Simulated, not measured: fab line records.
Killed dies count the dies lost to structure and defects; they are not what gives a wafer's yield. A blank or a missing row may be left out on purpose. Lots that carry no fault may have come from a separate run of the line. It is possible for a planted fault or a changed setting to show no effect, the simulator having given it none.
The tool behind it: which one? | flow sky130 | Sampling: 12 lots, 36 wafers, 5 of 708 route steps

WHAT THE GAUGES READ, wafer by wafer
SKY_LDD_LDN_OVL_MEAS_07. Usual: LDD_LDN_OVL typically reads -1.0 nm, with standard deviation 1.4.
lot  | measured     | on         | LDD_LDN_OVL (nm) | flag
L698 | day 23 03:35 | overlay-02 | -2.1 0.1 0.8     | 
L697 | day 23 03:54 | overlay-02 | -0.3 0.3 -0.8    | 
L701 | day 24 16:37 | overlay-02 | 1.2 0.9 -0.1     | 
L704 | day 25 06:16 | overlay-01 | -1.7 -1.0 0.3    | 
L702 | day 25 07:04 | overlay-02 | -0.8 1.1 0.1     | 
L705 | day 25 19:58 | overlay-01 | 2.9 1.6 0.8      | 
L707 | day 26 11:14 | overlay-01 | -3.1 -0.6 -1.2   | 
L712 | day 28 00:59 | overlay-02 | 1.4 -0.9 0.4     | 
L715 | day 29 05:49 | overlay-01 | -1.3 -1.4 -0.4   | 
L714 | day 29 07:40 | overlay-01 | -1.8 -1.3 -3.1   | 
L718 | day 30 07:49 | overlay-01 | -1.5 -1.8 -2.0   | 
L720 | day 30 12:56 | overlay-01 | -0.9 -0.9 -2.0   | 

SKY_POLY_CUT_OVL_MEAS_09. Usual: POLY_CUT_OVL typically reads 0 nm, with standard deviation 4.8.
lot  | measured     | on         | POLY_CUT_OVL (nm) | flag
L698 | day 24 12:32 | overlay-02 | -4 -3 -4          | 
L697 | day 24 12:13 | overlay-01 | -1 3 6            | 
L701 | day 26 01:50 | overlay-02 | 7 4 -4            | 
L704 | day 26 15:59 | overlay-02 | -2 2 -1           | 
L702 | day 26 15:53 | overlay-01 | 0 -7 3            | 
L705 | day 27 02:47 | overlay-02 | -1 2 2            | 
L707 | day 27 19:12 | overlay-02 | -2 7 -1           | 
L712 | day 29 09:35 | overlay-01 | 0 -8 -12          | 
L715 | day 30 13:08 | overlay-02 | -2 3 -3           | 
L714 | day 30 14:05 | overlay-01 | -2 -4 -4          | 
L718 | day 31 13:35 | overlay-02 | -2 -4 -10         | 
L720 | day 31 19:18 | overlay-01 | -3 -3 -2          | 

SKY_SD_P_CD_MEAS_07 targets a cd of 380 nm. Usual: cdNm reads 379.4 nm (standard deviation 2.3).
lot  | measured     | on       | cdNm (nm)         | flag
L698 | day 25 18:05 | cdSem-01 | 382.6 383.4 382.6 | 
L697 | day 25 17:49 | cdSem-02 | 383.0 383.4 383.3 | 
L701 | day 27 06:38 | cdSem-02 | 380.9 381.6 382.5 | 
L704 | day 27 20:46 | cdSem-02 | 379.5 382.0 381.6 | 
L702 | day 27 20:38 | cdSem-01 | 378.6 380.9 378.5 | 
L705 | day 28 07:07 | cdSem-02 | 302.9 303.5 303.3 | OFF
L707 | day 28 23:43 | cdSem-02 | 379.5 380.7 380.9 | 
L712 | day 30 13:08 | cdSem-02 | 382.1 378.0 379.7 | 
L715 | day 31 16:25 | cdSem-01 | 379.9 377.6 378.1 | 
L714 | day 31 17:23 | cdSem-02 | 373.7 376.6 378.2 | 
L718 | day 32 16:44 | cdSem-02 | 378.2 379.3 376.9 | 
L720 | day 32 22:11 | cdSem-01 | 380.4 378.9 380.4 | 

WHICH TOOL RAN EACH LOT (tool, then ch and the chambers of the sampled wafers, then the start)
lot  | SKY_LDD_HVN_STRIP_09                | SKY_SD_P_EXPOSE_04
L698 | plasmaAsher-04 ch 1, day 20 14:28   | ilineStepper-01 ch 0, day 25 03:54
L697 | plasmaAsher-01 ch 0,1, day 20 15:16 | ilineStepper-02 ch 0, day 25 02:59
L701 | plasmaAsher-04 ch 0,1, day 22 04:49 | ilineStepper-01 ch 0, day 26 16:47
L704 | plasmaAsher-02 ch 0,1, day 22 18:28 | ilineStepper-02 ch 0, day 27 05:54
L702 | plasmaAsher-01 ch 0,1, day 22 19:22 | ilineStepper-01 ch 0, day 27 05:40
L705 | plasmaAsher-02 ch 0,1, day 23 09:28 | ilineStepper-01 ch 0, day 27 17:28
L707 | plasmaAsher-02 ch 0,1, day 24 00:10 | ilineStepper-01 ch 0, day 28 09:11
L712 | plasmaAsher-02 ch 0,1, day 25 15:49 | ilineStepper-02 ch 0, day 29 22:59
L715 | plasmaAsher-01 ch 0,1, day 26 19:58 | ilineStepper-02 ch 0, day 31 02:49
L714 | plasmaAsher-04 ch 0,1, day 26 21:58 | ilineStepper-01 ch 0, day 31 03:31
L718 | plasmaAsher-04 ch 0,1, day 27 23:10 | ilineStepper-02 ch 0, day 32 03:29
L720 | plasmaAsher-04 ch 0,1, day 28 05:01 | ilineStepper-02 ch 0, day 32 08:39
- SKY_LDD_HVN_STRIP_09: strips in O2/N2.
- SKY_SD_P_EXPOSE_04: exposes mask PSDM, target cd 380 nm.

WHAT THE TOOLS THEMSELVES READ (means of the sampled wafers that have a number; where no wafer has one, the mark that the record gives instead)
SKY_LDD_HVN_STRIP_09. Usual: drypumpMotorCurrentA 5.7 A, standard deviation 0.65; oesProductAu 0.408 a.u., standard deviation 0.005; stripTimeToEndpointS 4.135 s, standard deviation 0.016.
lot  | tool           | drypumpMotorCurrentA (A) | oesProductAu (a.u.) | stripTimeToEndpointS (s) | flag
L698 | plasmaAsher-04 | 5.8                      | 0.406               | 4.152                    | 
L697 | plasmaAsher-01 | 4.9                      | 0.405               | 4.131                    | 
L701 | plasmaAsher-04 | 6.1                      | 0.405               | 4.117                    | 
L704 | plasmaAsher-02 | 5.4                      | 0.417               | 4.152                    | 
L702 | plasmaAsher-01 | 5.1                      | 0.409               | 4.126                    | 
L705 | plasmaAsher-02 | 5.4                      | 0.406               | 4.153                    | 
L707 | plasmaAsher-02 | 5.3                      | 0.413               | 4.133                    | 
L712 | plasmaAsher-02 | 5.4                      | 0.407               | 4.160                    | 
L715 | plasmaAsher-01 | 5.0                      | 0.409               | 4.128                    | 
L714 | plasmaAsher-04 | 6.4                      | 0.404               | 4.115                    | 
L718 | plasmaAsher-04 | 6.1                      | 0.407               | 4.132                    | 
L720 | plasmaAsher-04 | 6.1                      | 0.408               | 4.140                    | 

SKY_SD_P_EXPOSE_04. Usual: exposureDoseMJCm2 reads 137.90 (standard deviation 0.13).
lot  | tool            | exposureDoseMJCm2 | flag
L698 | ilineStepper-01 | 137.88            | 
L697 | ilineStepper-02 | 137.91            | 
L701 | ilineStepper-01 | 137.90            | 
L704 | ilineStepper-02 | 137.99            | 
L702 | ilineStepper-01 | 137.77            | 
L705 | ilineStepper-01 | 137.87            | 
L707 | ilineStepper-01 | 137.96            | 
L712 | ilineStepper-02 | 137.69            | 
L715 | ilineStepper-02 | 137.89            | 
L714 | ilineStepper-01 | 138.00            | 
L718 | ilineStepper-02 | 137.93            | 
L720 | ilineStepper-02 | 137.82            | 

THE ANSWER, worked out from the rows above alone
Rule: lot off if the mean of its wafers having a number is beyond 3 standard deviations from the usual mean. A lot without any number at a reading at which 4 lots or more have one is off too. Where the step has rows for the other lots, those lots are counted as sound. After the gauges, taken in route order, come the tools' own readings; for these a lot's mean is taken, as printed above. The first step at which some lot is off is used, and at that step the reading that is off furthest; a lot without a number counts as furthest.
Off at SKY_SD_P_CD_MEAS_07 (cdNm): L705.
If a tool, at a process step before that reading, ran all the lots that are off and no sound lot after the first of them, it fits. The gauges at SKY_SD_P_CD_MEAS_07 are tried like those tools. Of those tried, none fits.

WHAT WAS PUT IN BY THE SIMULATOR
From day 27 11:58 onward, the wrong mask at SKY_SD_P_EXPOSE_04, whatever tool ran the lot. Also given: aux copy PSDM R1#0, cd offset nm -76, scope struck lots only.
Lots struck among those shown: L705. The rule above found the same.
